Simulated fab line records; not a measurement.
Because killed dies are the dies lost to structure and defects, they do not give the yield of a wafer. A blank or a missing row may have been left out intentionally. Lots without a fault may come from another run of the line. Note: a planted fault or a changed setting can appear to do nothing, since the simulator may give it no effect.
Struck lot and sound lot, side by side || flow sfq line || 31 out of 325 route steps
Sound: wafers L777.2, L777.3, L777.4. Struck: wafer L775.1. (L775.3, L775.6 of the same lot were not struck and are left out.) The cause comes at the end.
At each step with rows: each side's tool, then ch and its chambers, then its first start. Under that, the readings that differ: sound wafers || struck wafers || difference of the means || sigmas: that difference in standard deviations of wafers without a fault.
alike: same words and numbers on both sides, and readings whose means sit less than 2 such deviations apart. not compared: any withheld reading, any reading some wafer has no value for, any bound like >300 that may hide the same value, and any number with overlapping values for which the record gives no deviation.
A row with sigmas, a row that says differs or no value, or rows on one side alone: a step with any of these is where the two part. Numbers that have no deviation but don't overlap get no sigmas and don't part them. Lack of a reading on every wafer of one side parts them only where that side has two or more wafers.

SFQ_INCOMING_BOW_MEAS_900:
  sound: film metro-02 at day 4 18:01; struck: film metro-02 at day 4 08:00
  alike: INCOMING_BOW
then, 1 step without rows for these wafers: SFQ_TRILAYER_INCOMING_OXIDATION_002 (target thk 500 nm, ox time 4939 s).
SFQ_TRILAYER_L0_DEP_SPUTTER_003: material MoNx KI, target thk 40 nm, time 100 s.
  sound: pvd sputter-06 at day 4 20:29; struck: pvd sputter-04 at day 4 10:29
{"reading": "model.MoNx_KI_of_TRILAYER_L0_DEP_SPUTTER_003.thk nm (nm)", "sound": "39.94 39.87 40.36", "struck": 26.59, "difference": -13.47, "sigmas": ""}
  alike: base pressure pa, throttle valve pct
SFQ_L0_RS_MEAS_901: measurement is done with a four-point probe.
  sound: film metro-01 at day 4 20:35; struck: film metro-03 at day 4 10:51
{"reading": "L0_MONX_KI_RS (ohm/sq)", "sound": "43.5 43.5 43.1", "struck": 65.5, "difference": "+22.1", "sigmas": "+43"}
  not compared: hold
SFQ_L0_THK_MEAS_902: measures by xrf.
  sound: film metro-01 at day 4 20:41; struck: film metro-03 at day 4 14:12
{"reading": "L0_MONX_KI_THK (nm)", "sound": "39.0 39.0 39.3", "struck": 25.9, "difference": -13.2, "sigmas": -25}
  not compared: hold
then, 6 steps without rows for these wafers: SFQ_TRILAYER_L0_LITHO_COAT_005 (resist thk 600 nm); SFQ_TRILAYER_L0_LITHO_SOFTBAKE_009; SFQ_TRILAYER_L0_LITHO_EXPOSE_006 (exposes mask L0, target cd 2000 nm); SFQ_TRILAYER_L0_LITHO_PEB_008 (peb time 60 s); SFQ_TRILAYER_L0_LITHO_DEVELOP_007 (time 60 s); SFQ_TRILAYER_L0_BARC_OPEN_METAL_ETCH_010 (etches BARC in O2, target depth 125 nm, time 41.7 s).
SFQ_TRILAYER_L0_ETCH_METAL_ETCH_008: etches MoNx KI in SF6/O2, stops on SiO2, target depth 50 nm, time 25 s.
  sound on rie metal-02 ch 0,1, day 5 12:30; struck on rie metal-01 ch 1, day 5 02:54
{"reading": "oes product au (a.u.)", "sound": "0.869 0.877 0.883", "struck": 0.716, "difference": -0.160, "sigmas": -21}
  alike: drypump motor current A
  not compared: rf hours counter h
SFQ_TRILAYER_L0_STRIP_STRIP_009: strips in O2.
  sound on rie metal-02 ch 0,1, day 5 12:32; struck on rie metal-01 ch 1, day 5 02:56
{"reading": "oes product au (a.u.)", "sound": "0.990 0.986 0.983", "struck": 1.007, "difference": "+0.021", "sigmas": "+3"}
  alike: drypump motor current A
  not compared: rf hours counter h
then, 1 step without rows for these wafers: SFQ_TRILAYER_L0_STRIP_SOLV_CLEAN_010 (cleans in NMP, time 600 s).
SFQ_TRILAYER_L0_CAP_PECVD_011: deposits SiO2 from SiH4/N2O, time 13.333 s, target thk 60 nm.
  sound on pecvd-04 ch 0,1, day 5 13:19; struck on pecvd-03 ch 0, day 5 03:43
  alike: heater power w, susceptor temp C, throttle valve pct
then, 6 steps without rows for these wafers: SFQ_TRILAYER_L0_VIA_LITHO_COAT_018 (resist thk 62 nm); SFQ_TRILAYER_L0_VIA_LITHO_COAT_013 (resist thk 650 nm); SFQ_TRILAYER_L0_VIA_LITHO_SOFTBAKE_017; SFQ_TRILAYER_L0_VIA_LITHO_EXPOSE_014 (exposes mask L0V, target cd 700 nm); SFQ_TRILAYER_L0_VIA_LITHO_PEB_016 (peb time 60 s); SFQ_TRILAYER_L0_VIA_LITHO_DEVELOP_015 (time 60 s).
-- the record jumps here: 5 days lie between the struck wafers' starts before and after --
SFQ_L0V_OVL_MEAS_903:
  sound: overlay-02 at day 10 10:02; struck: overlay-02 at day 10 02:49
  alike: L0V_OVL
SFQ_TRILAYER_L0_VIA_BARC_OPEN_VIA_ETCH_021: etches BARC in O2, target depth 125 nm, time 41.7 s.
  sound on rie diel-03 ch 0,1,2, day 10 10:04; struck on rie diel-02 ch 3, day 10 02:52
{"reading": "rf hours counter h (h)", "sound": "1 72 8", "struck": 144, "difference": "+117", "sigmas": ""}
  alike: drypump motor current A, oes product au
SFQ_TRILAYER_L0_VIA_ETCH_VIA_ETCH_016: etches SiO2 in CHF3, stops on MoNx KI, target depth 80 nm.
  sound on rie diel-03 ch 0,1,2, day 10 10:05; struck on rie diel-02 ch 3, day 10 02:54
  alike: drypump motor current A, oes product au
then, 3 steps without rows for these wafers: SFQ_TRILAYER_L0_VIA_STRIP_STRIP_017 (strips in O2); SFQ_TRILAYER_L0_VIA_STRIP_SOLV_CLEAN_018 (cleans in NMP, time 600 s); SFQ_TRILAYER_M0_DEP_PRE_CLEAN_020 (time 15 s).
SFQ_TRILAYER_M0_DEP_SPUTTER_019: material Nb, target thk 200 nm, time 133.3 s.
  sound: pvd sputter-04 at day 10 10:56; struck: pvd sputter-03 at day 10 03:44
  alike: base pressure pa, substrate temp c, throttle valve pct
SFQ_M0_RS_MEAS_904: measurement is done with a four-point probe.
  sound: film metro-03 at day 10 11:03; struck: film metro-03 at day 10 03:50
  alike: M0_NB_RS
then, 1 step without rows for these wafers: SFQ_TRILAYER_M0_LITHO_COAT_026 (resist thk 62 nm).
-- the record jumps here: 71 days lie between the struck wafers' starts before and after --
SFQ_M8_BOW_MEAS_951:
  sound: film metro-01 at day 81 05:56; struck: film metro-02 at day 80 19:07
{"reading": "model.etest.l0v.link ohm", "sound": "44.48 44.56 44.04", "struck": 66.39, "difference": "+22.03", "sigmas": ""}
{"reading": "model.etest.l0.ohm sq", "sound": "43.58 43.65 43.13", "struck": 65.47, "difference": "+22.02", "sigmas": ""}
{"reading": "model.etest.l0.ohm um", "sound": "21.79 21.83 21.56", "struck": 32.76, "difference": "+11.03", "sigmas": ""}
  alike: M8_BOW

## WHERE THEY PART
First at SFQ_L0_RS_MEAS_901; last, within this record, at SFQ_TRILAYER_L0_STRIP_STRIP_009. Later steps at which nothing parts them and some readings are alike: SFQ_TRILAYER_L0_CAP_PECVD_011, SFQ_L0V_OVL_MEAS_903, SFQ_TRILAYER_L0_VIA_BARC_OPEN_VIA_ETCH_021, SFQ_TRILAYER_L0_VIA_ETCH_VIA_ETCH_016, SFQ_TRILAYER_M0_DEP_SPUTTER_019, SFQ_M0_RS_MEAS_904, SFQ_M8_BOW_MEAS_951.

WHY: what had been put in by the simulator
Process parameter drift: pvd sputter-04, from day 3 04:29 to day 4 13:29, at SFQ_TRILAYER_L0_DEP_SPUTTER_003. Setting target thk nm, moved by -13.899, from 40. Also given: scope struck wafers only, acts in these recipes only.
